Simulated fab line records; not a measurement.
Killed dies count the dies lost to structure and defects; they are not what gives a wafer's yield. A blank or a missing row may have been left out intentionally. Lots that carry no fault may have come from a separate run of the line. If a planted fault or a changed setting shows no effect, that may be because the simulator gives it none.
What tool caused it? + flow sky130 + 11 lots, 33 wafers sampled, at 3 steps of a route of 708

## WHAT EACH GAUGE READ, for each wafer
SKY_VT_ADJUST_HVTP_TW_MEAS_11.
| lot  | measured     | on           | VT_ADJUST_HVTP_TW |
|------|--------------|--------------|-------------------|
| L568 | day 6 21:37  | filmMetro-01 | 1344 1346 1351    |
| L569 | day 6 23:39  | filmMetro-01 | 1339 1347 1343    |
| L571 | day 7 07:52  | filmMetro-03 | 1351 1352 1357    |
| L572 | day 7 17:22  | filmMetro-03 | 1356 1356 1357    |
| L575 | day 8 05:01  | filmMetro-03 | 1702 1691 1702    |
| L576 | day 8 11:18  | filmMetro-03 | 1700 1696 1691    |
| L577 | day 8 20:17  | filmMetro-01 | 1669 1675 1673    |
| L580 | day 9 09:43  | filmMetro-04 | 1356 1354 1354    |
| L584 | day 10 10:33 | filmMetro-03 | 1349 1359 1358    |
| L585 | day 10 18:33 | filmMetro-03 | 1352 1351 1353    |
| L590 | day 12 03:29 | filmMetro-03 | 1346 1351 1340    |

## WHAT TOOL EACH LOT RAN ON (gives the tool, then ch and the chambers of the sampled wafers, and finally the start)
| lot  | SKY_PWDE_STRIP_09                  | SKY_VT_ADJUST_HVTP_IMPLANT_09   |
|------|------------------------------------|---------------------------------|
| L568 | plasmaAsher-03 ch 0,1, day 4 12:20 | implanter-04 ch 0, day 6 21:22  |
| L569 | plasmaAsher-01 ch 0,1, day 4 15:45 | implanter-04 ch 0, day 6 23:24  |
| L571 | plasmaAsher-04 ch 0,1, day 4 22:53 | implanter-01 ch 0, day 7 07:38  |
| L572 | plasmaAsher-04 ch 0,1, day 5 06:23 | implanter-01 ch 0, day 7 17:08  |
| L575 | plasmaAsher-04 ch 0,1, day 5 17:39 | implanter-01 ch 0, day 8 04:26  |
| L576 | plasmaAsher-03 ch 0,1, day 5 22:36 | implanter-02 ch 0, day 8 10:44  |
| L577 | plasmaAsher-04 ch 0,1, day 6 06:35 | implanter-02 ch 0, day 8 19:46  |
| L580 | plasmaAsher-03 ch 0,1, day 6 19:29 | implanter-04 ch 0, day 9 09:30  |
| L584 | plasmaAsher-01 ch 0,1, day 7 19:06 | implanter-02 ch 0, day 10 10:19 |
| L585 | plasmaAsher-04 ch 0,1, day 8 01:21 | implanter-02 ch 0, day 10 18:19 |
| L590 | plasmaAsher-04 ch 0,1, day 9 07:14 | implanter-04 ch 0, day 12 03:14 |
- SKY_PWDE_STRIP_09: strips in O2/N2.
- SKY_VT_ADJUST_HVTP_IMPLANT_09

## THE ANSWER, worked out from the rows above alone
Rule: the lots themselves supply what counts as usual. The widest of any qualifying gaps counts: lots, ordered by their means at a reading, are off when they make up no more than a third of the lots, leave a main group of 4 or more, and stand apart from it by 3 or more times the standard deviation of that group's means. A main group whose means are all the same, to the digits that the tables above print for the reading, isn't used. A lot without any number at a reading at which 4 lots or more have one is off too. Any other lot the step has rows for is counted as sound.
Off: L575, L576, L577, at SKY_VT_ADJUST_HVTP_TW_MEAS_11 (VT_ADJUST_HVTP_TW). The main group: mean 1351, standard deviation 4.7.
If a tool, at a process step before that reading, ran all the lots that are off and no sound lot after the first of them, it fits. Gauges at SKY_VT_ADJUST_HVTP_TW_MEAS_11: tried the same way as those tools. Of those tried, none fits.

## WHAT THE SIMULATOR HAD PUT IN
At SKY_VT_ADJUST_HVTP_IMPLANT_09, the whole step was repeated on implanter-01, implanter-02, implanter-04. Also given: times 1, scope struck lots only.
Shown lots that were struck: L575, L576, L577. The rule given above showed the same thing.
